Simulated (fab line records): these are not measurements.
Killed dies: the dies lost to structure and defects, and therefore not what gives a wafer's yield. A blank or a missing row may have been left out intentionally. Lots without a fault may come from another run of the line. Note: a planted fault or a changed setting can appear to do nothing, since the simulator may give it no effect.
Code-filled problem report in 8D (eight disciplines) form | flow sky130 | the parts of the form that need people (team, actions taken, sign-off) are left out

## 1. WHAT WENT WRONG
timeToEndpointS at SKY_VIA3_CMP_24 reads a mean of 50 s on 2 wafers of 2 lots; wafers without a fault read 93 s with a standard deviation of 3. That puts it -14 standard deviations away from the usual mean.
The step: polishes, stops on SiO2, t overpolish 20 s, target thk 0 nm.
The first sign was on wafer L515.3 at day 44 14:10, on cmp-02. Wafers with a number at this step in the record: 16, from 6 lots. By rule, "out" or "out of limits" means more than 4 standard deviations away from the usual mean. All remaining wafers that have a number are taken as sound.

## 2. WHAT IT IS AND WHAT IT IS NOT
question                    | is                | is not
which readings at this step | timeToEndpointS   | motorCurrentA, overpolishRunS
which lots                  | L515, L517        | L500, L503, L520, L521
which wafers of those lots  | L515.3, L517.3    | L515.2, L517.5
read on which tools         | cmp-02            | cmp-01
when                        | from day 44 14:10 | up to then (7 sound wafers); but 7 sound wafers of L517, L520, L521 came after

## 3. WHAT RULES OUT EACH SUSPECT
Counting: any tool at a process step up to the reading remains a suspect provided it ran every lot that is out. Sound lots after the first of them don't rule it out here, since some wafers of a struck lot are sound.
- rieDiel-02 at SKY_VIA3_ETCH_14 (etches BARC in N2/H2, stops on SiO2, time 45.9 s, target depth 60 nm): kept. It ran every lot that is out, first L515 (day 44 12:59).
- rieDiel-02 at SKY_VIA3_ETCH_15 (etches SiO2 in C4F8/O2/Ar, stops on TiN, target depth 507 nm, time 78 s): kept. It ran every lot that is out, first L515 (day 44 13:01).
- cmp-02 at SKY_VIA3_CMP_24 (polishes, stops on SiO2, t overpolish 20 s, target thk 0 nm): kept. It ran every lot that is out, first L515 (day 44 14:10); its last sound lot up to then is L503 (day 40 20:29). Its own timeToEndpointS readings are out on those wafers.
- In rieDiel-02 at SKY_VIA3_ETCH_14, the wafers that are out were processed in chamber 3 and their sound lot-mates in chambers 0, 2.
- In rieDiel-02 at SKY_VIA3_ETCH_15, the wafers that are out were processed in chamber 3 and their sound lot-mates in chambers 0, 2.
After the count, these remain: rieDiel-02 at SKY_VIA3_ETCH_14, rieDiel-02 at SKY_VIA3_ETCH_15 and cmp-02 at SKY_VIA3_CMP_24.

## 4. THE CAUSE (what the simulator had put in)
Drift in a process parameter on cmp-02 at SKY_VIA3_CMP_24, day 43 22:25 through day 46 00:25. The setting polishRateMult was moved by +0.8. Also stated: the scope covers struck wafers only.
This tool is one of the 3 suspects left after counting.

## 5. THE CHAIN OF EFFECTS, in route order
Rows list readings where the struck wafers' mean (over those with a number) sits beyond 3 standard deviations from the usual. Readings are gone through only where the record gives a usual standard deviation; hours: the median, over the lots, of the time from a lot's start at the first step in this table giving one to that lot's start at this step; sigmas: the change measured in usual standard deviations.
hours | step            | reading         | usual | on struck wafers | change | sigmas
0     | SKY_VIA3_CMP_24 | timeToEndpointS | 93 s  | 50               | -43    | -14
Here are the process steps it includes:
- SKY_VIA3_CMP_24: polishes, stops on SiO2, t overpolish 20 s, target thk 0 nm.
At these later measuring or inspecting steps, every struck wafer for which the step has a row has a number for every such reading, and none has moved that far: SKY_CAP2M_THK_MEAS_01, SKY_CAP2M_RS_MEAS_03, SKY_CAP2M_THK_MEAS_04, SKY_CAP2M_OVL_MEAS_12.

## 6. WHAT WOULD HAVE CAUGHT IT SOONER
In this record the first reading out of limits was taken at day 44 14:10, 16 hours after the fault began at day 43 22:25.
